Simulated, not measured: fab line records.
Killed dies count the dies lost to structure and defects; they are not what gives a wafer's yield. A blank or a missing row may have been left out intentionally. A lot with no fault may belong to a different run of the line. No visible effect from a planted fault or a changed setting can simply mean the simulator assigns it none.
Which tool is to blame? | flow sky130 | 12 lots with 36 wafers sampled at 3 steps, on a route of 708 steps

WHAT THE GAUGES READ, wafer by wafer
SKY_VIA3_BOW_MEAS_03. Usual: VIA3_BOW 80 um, standard deviation 7.6.
lot  | measured     | on            | VIA3_BOW (um) | flag
L959 | day 38 22:46 | film-metro-02 | 66 79 76      |
L960 | day 38 22:49 | film-metro-03 | 79 87 84      |
L962 | day 39 08:55 | film-metro-04 | 75 76 82      |
L963 | day 40 02:16 | film-metro-04 | 86 74 77      |
L964 | day 40 03:46 | film-metro-04 | 96 65 88      |
L966 | day 40 15:41 | film-metro-03 | 82 79 82      |
L967 | day 41 01:17 | film-metro-04 | 96 93 78      |
L968 | day 41 02:23 | film-metro-04 | 84 86 94      |
L974 | day 43 03:26 | film-metro-03 | 73 77 73      |
L977 | day 43 23:02 | film-metro-04 | 86 92 73      |
L979 | day 44 01:58 | film-metro-02 | 68 79 86      |
L982 | day 45 01:47 | film-metro-02 | 76 88 84      |

SKY_VIA3_CD_MEAS_12: target cd 200 nm. Usual: cd-nm at 200.1 nm, with a standard deviation of 1.5.
lot  | measured     | on        | cd-nm (nm)        | flag
L959 | day 39 23:27 | cd-sem-02 | 197.4 198.1 196.3 |
L960 | day 39 23:47 | cd-sem-02 | 199.7 199.0 199.0 |
L962 | day 40 10:05 | cd-sem-01 | 199.2 200.3 200.1 |
L963 | day 41 02:13 | cd-sem-02 | 198.2 199.4 199.1 |
L964 | day 41 03:38 | cd-sem-02 | 199.0 201.4 200.1 |
L966 | day 41 15:28 | cd-sem-02 | 200.6 200.4 201.1 |
L967 | day 42 00:40 | cd-sem-02 | 203.2 202.9 200.5 |
L968 | day 42 03:04 | cd-sem-01 | 201.1 201.1 201.5 |
L974 | day 44 01:22 | cd-sem-02 | 199.4 200.7 199.3 |
L977 | day 44 20:52 | cd-sem-01 | 199.1 199.1 199.8 |
L979 | day 44 23:10 | cd-sem-02 | 201.7 202.1 202.2 |
L982 | day 45 23:33 | cd-sem-02 | 197.1 198.3 198.3 |

EACH LOT AND THE TOOL THAT RAN IT (in order: tool; ch and the chambers of the sampled wafers; start)
lot  | SKY_METAL3_STRIP_19
L959 | plasma-asher-03 ch 0,1, day 38 21:34
L960 | plasma-asher-02 ch 0,1, day 38 21:40
L962 | plasma-asher-01 ch 0,1, day 39 07:45
L963 | plasma-asher-01 ch 0,1, day 40 01:08
L964 | plasma-asher-01 ch 0,1, day 40 02:36
L966 | plasma-asher-01 ch 0,1, day 40 14:30
L967 | plasma-asher-03 ch 0,1, day 40 23:38
L968 | plasma-asher-01 ch 0,1, day 41 00:51
L974 | plasma-asher-02 ch 0,1, day 43 01:53
L977 | plasma-asher-02 ch 0,1, day 43 21:51
L979 | plasma-asher-02 ch 0,1, day 44 00:50
L982 | plasma-asher-03 ch 0,1, day 45 00:39
- SKY_METAL3_STRIP_19: strips in O2/N2.

WHAT THE TOOLS THEMSELVES READ (means of the sampled wafers that have a number; where no wafer has one, the mark that the record gives instead)
SKY_METAL3_STRIP_19. Usual: drypump-motor-current-A 5.2 A, standard deviation 0.34; oes-product-au 0.505 a.u., standard deviation 0.0061; strip-time-to-endpoint-s 6.59 s, standard deviation 0.062.
lot  | tool            | drypump-motor-current-A (A) | oes-product-au (a.u.) | strip-time-to-endpoint-s (s) | flag
L959 | plasma-asher-03 | 5.6                         | 0.503                 | 6.57                         |
L960 | plasma-asher-02 | 5.2                         | 0.498                 | 6.49                         |
L962 | plasma-asher-01 | 5.1                         | 0.513                 | 6.69                         |
L963 | plasma-asher-01 | 5.1                         | 0.511                 | 6.60                         |
L964 | plasma-asher-01 | 5.1                         | 0.507                 | 6.59                         |
L966 | plasma-asher-01 | 5.1                         | 0.510                 | 6.63                         |
L967 | plasma-asher-03 | 5.9                         | 0.508                 | 6.65                         |
L968 | plasma-asher-01 | 5.1                         | 0.504                 | 6.59                         |
L974 | plasma-asher-02 | 5.4                         | 0.498                 | 6.60                         |
L977 | plasma-asher-02 | 5.2                         | 0.496                 | 6.48                         |
L979 | plasma-asher-02 | 5.4                         | 0.506                 | 6.61                         |
L982 | plasma-asher-03 | 5.6                         | 0.506                 | 6.64                         |

THE ANSWER, worked out from the rows above alone
Rule: lot off if the mean of its wafers having a number is beyond 3 standard deviations from the usual mean. A lot without any number at a reading at which 4 lots or more have one is off too. All remaining lots with rows at the step are treated as sound. Order of review: gauges by route order, followed by the tools' own readings, for which a lot's mean as printed above is used. The first step at which some lot is off is used, and at that step the reading that is off furthest; a lot without a number counts as furthest.
No lot is off at any reading shown: from this, nothing can be told.

WHAT HAD BEEN PUT IN BY THE SIMULATOR
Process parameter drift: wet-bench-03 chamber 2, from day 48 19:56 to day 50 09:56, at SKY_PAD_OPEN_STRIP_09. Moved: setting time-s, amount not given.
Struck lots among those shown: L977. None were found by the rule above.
